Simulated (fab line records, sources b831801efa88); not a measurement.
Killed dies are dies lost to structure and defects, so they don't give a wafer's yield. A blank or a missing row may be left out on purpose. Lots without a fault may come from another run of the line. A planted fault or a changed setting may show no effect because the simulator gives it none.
Problem report in the 8D (eight disciplines) form, filled by code | flow gf180mcu | the parts of the form that need people (team, actions taken, sign-off) are left out

1. THE PROBLEM
V2_W_RS at GF_V2_RS_MEAS_24 reads a mean of 0.312 ohm/sq on 4 wafers of 2 lots; wafers without a fault read 0.328 ohm/sq with a standard deviation of 0.0032. That is -5.1 standard deviations from the usual mean.
The step: measures by four-point-probe.
First seen on wafer L102.2, day 22 09:52, on film_metro-04. The record holds 33 wafers of 11 lots with a number at this step. Rule for "out", or "out of limits": more than 4 standard deviations from the usual mean. The other wafers with a number count as sound.

2. WHAT IT IS AND WHAT IT IS NOT
question                    | is                             | is not
which readings at this step | V2_W_RS                        | -
which lots                  | L102, L104                     | L100, L111, L113, L114, L115, L116, L118, L119, L998
which wafers of those lots  | L102.2, L102.6, L104.1, L104.6 | L102.5, L104.5
read on which gauges        | film_metro-04                  | film_metro-02, film_metro-03
when                        | from day 22 09:52              | up to then (7 sound wafers); but 22 sound wafers of L104, L111, L113, L114, L115, L116, L118, L119 came after

3. SUSPECTS, AND WHAT RULES EACH OUT
Counting: a tool at a process step up to the reading stays a suspect if it ran every lot that is out. Sound lots after the first of them don't rule it out here, since some wafers of a struck lot are sound.
- the gauge at GF_V2_RS_MEAS_24: kept. All the wafers that are out were read on film_metro-04, and no step on other tools shows them out.
- cvd_w-01 at GF_V2_CVD_23 (deposits W, target thk 350 nm, time 104.94 s): kept. It ran every lot that is out, first L102 (day 22 09:44); its last sound lot up to then is L998 (day 20 23:53).
Left after counting: cvd_w-01 at GF_V2_CVD_23, film_metro-04 at GF_V2_RS_MEAS_24.

4. THE CAUSE (what the simulator had put in)
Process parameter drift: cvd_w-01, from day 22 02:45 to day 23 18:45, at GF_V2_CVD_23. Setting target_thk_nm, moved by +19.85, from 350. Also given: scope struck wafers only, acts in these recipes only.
Counting left 2 suspects, and this tool is among them.

5. THE CHAIN OF EFFECTS, in route order
Each row: a reading whose mean over the struck wafers that have a number lies more than 3 standard deviations from the usual. Only readings for which the record gives a usual standard deviation are gone through. hours: the time from each lot's start at the first step in this table that gives one to its start at this step, as a median over the lots. sigmas: the change in usual standard deviations.
hours | step              | reading  | usual        | on struck wafers | change | sigmas
0     | GF_V2_RS_MEAS_24  | V2_W_RS  | 0.328 ohm/sq | 0.312            | -0.016 | -5.1
3     | GF_V2_THK_MEAS_25 | V2_W_THK | 360 nm       | 379              | +19    | +4.3

6. WHAT WOULD HAVE CAUGHT IT SOONER
In this record the first reading out of limits at a measuring or inspecting step was taken at day 22 09:52, 7 hours after the fault began at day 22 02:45.
Of the tool readings at GF_V2_CVD_23 for which the record gives a usual standard deviation, none was out on any struck wafer, so an alarm limit of 4 standard deviations on them would not have fired.
Of the lots that are out (2), L104 began GF_V2_CVD_23 on cvd_w-01 after day 22 09:52. A hold on the tool at that time would have spared it.
